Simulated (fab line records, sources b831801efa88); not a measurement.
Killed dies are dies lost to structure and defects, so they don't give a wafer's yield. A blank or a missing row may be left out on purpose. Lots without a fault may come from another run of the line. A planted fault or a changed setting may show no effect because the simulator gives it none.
One fault seen from 2 desks | flow sky130 | each desk has only its own numbers; what lay behind them comes last

THE TOOL OWNER'S DESK: pvd_sputter-02
The tool's own readings at SKY_METAL1_SPUTTER_03 (material Ti, target thk 5 nm, time 3.3 s): means of the sampled wafers that have a number, for each lot that ran on this tool. A lot is out of limits, marked OUT, if its mean lies more than 4 standard deviations from the usual mean; the brackets give that distance.
Columns: A = chamber_pressure_pa at SKY_METAL1_SPUTTER_03, usual 0.4001 Pa; B = throttle_valve_pct at SKY_METAL1_SPUTTER_03, usual 30.1 %
lot  | first seen here | A                | B
L806 | day 35 03:14    | 0.4337 (+40) OUT | 30.2
L807 | day 35 12:36    | 0.4340 (+40) OUT | 30.2
This desk's finding: out of limits on L806, L807; first on L806, day 35 03:14 (chamber_pressure_pa at SKY_METAL1_SPUTTER_03). In limits: none.

THE METROLOGY DESK
What the gauges read, lot by lot, whatever tool the lot ran on: means of the sampled wafers that have a number. A lot is out of limits, marked OUT, if its mean lies more than 4 standard deviations from the usual mean; the brackets give that distance.
Columns: A = CONTACT_CVD_00_THK at SKY_CONTACT_THK_MEAS_01, usual 74.8 nm; B = METAL1_ALCU_RS at SKY_METAL1_RS_MEAS_05, usual 0.1265 ohm/sq
lot  | first seen here | A    | B
L796 | day 30 11:23    | 73.2 | 0.1281
L798 | day 31 12:03    | 75.4 | 0.1270
L804 | day 33 13:15    | 74.5 | 0.1265
L806 | day 33 23:26    | 74.6 | 0.1242
L807 | day 34 07:32    | 75.2 | 0.1264
L808 | day 34 17:50    | 75.0 | 0.1252
L809 | day 35 05:58    | 74.5 | 0.1278
L814 | day 36 20:55    | 75.0 | 0.1254
L815 | day 37 00:42    | 74.3 | 0.1270
L816 | day 37 07:14    | 75.7 | 0.1267
L818 | day 37 16:10    | 74.2 | 0.1271
L817 | day 37 18:11    | 75.3 | 0.1279
This desk's finding: nothing out of limits on any of the 12 lots.

PUT TOGETHER
The tool owner's desk could have raised an alarm at day 35 03:14, on L806, L807.
The metrology desk saw nothing out of limits.
The metrology desk has L806, L807 on record, within its limits.
Of the lots named, all ran SKY_METAL1_SPUTTER_03 on pvd_sputter-02.

WHAT THE SIMULATOR HAD PUT IN
Process parameter drift: pvd_sputter-02, from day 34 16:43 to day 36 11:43, at SKY_METAL1_SPUTTER_03. Setting chamber_pressure_pa, moved by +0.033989, from 0.4. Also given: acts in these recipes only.
Lots struck among those shown: L806, L807.
Hours from the fault's start to each desk's first reading out of limits: the tool owner's desk, 11.
